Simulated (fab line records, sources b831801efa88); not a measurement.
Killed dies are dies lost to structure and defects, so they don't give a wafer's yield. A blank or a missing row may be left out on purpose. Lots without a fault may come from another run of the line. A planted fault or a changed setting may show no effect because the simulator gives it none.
Which tool did it? | flow sky130 | 15 lots, 43 wafers sampled, at 2 steps of a route of 708

WHAT THE GAUGES READ, wafer by wafer
SKY_GATE_OXIDE_TW_MEAS_14.
lot  | measured     | on            | GATE_OXIDE_TW
L230 | day 13 23:49 | film_metro-03 | 225.0 225.9 224.5
L231 | day 14 02:58 | film_metro-02 | 221.7 221.3 221.7
L233 | day 14 21:44 | film_metro-02 | 222.1 221.0 223.6
L234 | day 15 06:44 | film_metro-04 | 224.3 225.0 224.1
L235 | day 15 13:08 | film_metro-02 | 221.9 222.1 223.0
L236 | day 15 20:15 | film_metro-04 | 223.7 225.4 225.9
L237 | day 16 05:06 | film_metro-03 | 224.8 223.6 224.9
L240 | day 17 02:50 | film_metro-04 | 225.1 224.7 224.6
L244 | day 18 12:32 | film_metro-03 | 225.3 226.5 30.2
L246 | day 19 07:23 | film_metro-02 | 29.8 221.6
L247 | day 19 19:24 | film_metro-04 | 227.4 30.2
L249 | day 20 12:47 | film_metro-02 | 221.9 221.9 222.9
L251 | day 21 05:35 | film_metro-03 | 225.1 225.1 223.6
L252 | day 21 13:03 | film_metro-04 | 226.3 227.5 226.5
L253 | day 22 18:43 | film_metro-03 | 226.8 226.0 225.5

WHICH TOOL RAN EACH LOT (tool, then ch and the chambers of the sampled wafers, then the start)
lot  | SKY_GATE_OXIDE_DEVELOP_09
L230 | litho_track-02 ch 0, day 13 23:18
L231 | litho_track-01 ch 0, day 14 02:26
L233 | litho_track-02 ch 0, day 14 21:12
L234 | litho_track-04 ch 0, day 15 06:11
L235 | litho_track-02 ch 0, day 15 12:36
L236 | litho_track-02 ch 0, day 15 19:44
L237 | litho_track-02 ch 0, day 16 04:35
L240 | litho_track-01 ch 0, day 17 02:19
L244 | litho_track-04 ch 0, day 18 12:01
L246 | litho_track-04 ch 0, day 19 06:50
L247 | litho_track-04 ch 0, day 19 18:53
L249 | litho_track-02 ch 0, day 20 12:15
L251 | litho_track-01 ch 0, day 21 05:04
L252 | litho_track-01 ch 0, day 21 12:31
L253 | litho_track-04 ch 0, day 22 18:11
- SKY_GATE_OXIDE_DEVELOP_09: develop time 60 s.

WHAT THE TOOLS THEMSELVES READ (means of the sampled wafers that have a number; where no wafer has one, the mark that the record gives instead)
The record holds no such reading with a usual standard deviation.

THE ANSWER, worked out from the rows above alone
Rule: what is usual is taken from the lots themselves. Put in order of their means at a reading, lots are off if they are a third of the lots or fewer, leave a main group of 4 or more, and stand apart from it by a gap of 3 or more times the standard deviation of the main group's means; of several such gaps the widest counts. A main group whose means are all the same, to the digits that the tables above print for the reading, isn't used. A lot without any number at a reading at which 4 lots or more have one is off too. The other lots that the step has rows for count as sound. The gauges are gone through in route order, then the tools' own readings, and for those a lot's mean is taken as printed above. The first step at which some lot is off is used, and at that step the reading that is off furthest; a lot without a number counts as furthest.
Off: L244, L246, L247, at SKY_GATE_OXIDE_TW_MEAS_14 (GATE_OXIDE_TW). The main group: mean 224.1, standard deviation 1.6.
A tool fits if, at a process step before that reading, it ran every lot that is off, and no sound lot after the first of them. The gauges at SKY_GATE_OXIDE_TW_MEAS_14 are tried like those tools. None of those tried fits.

WHAT THE SIMULATOR HAD PUT IN
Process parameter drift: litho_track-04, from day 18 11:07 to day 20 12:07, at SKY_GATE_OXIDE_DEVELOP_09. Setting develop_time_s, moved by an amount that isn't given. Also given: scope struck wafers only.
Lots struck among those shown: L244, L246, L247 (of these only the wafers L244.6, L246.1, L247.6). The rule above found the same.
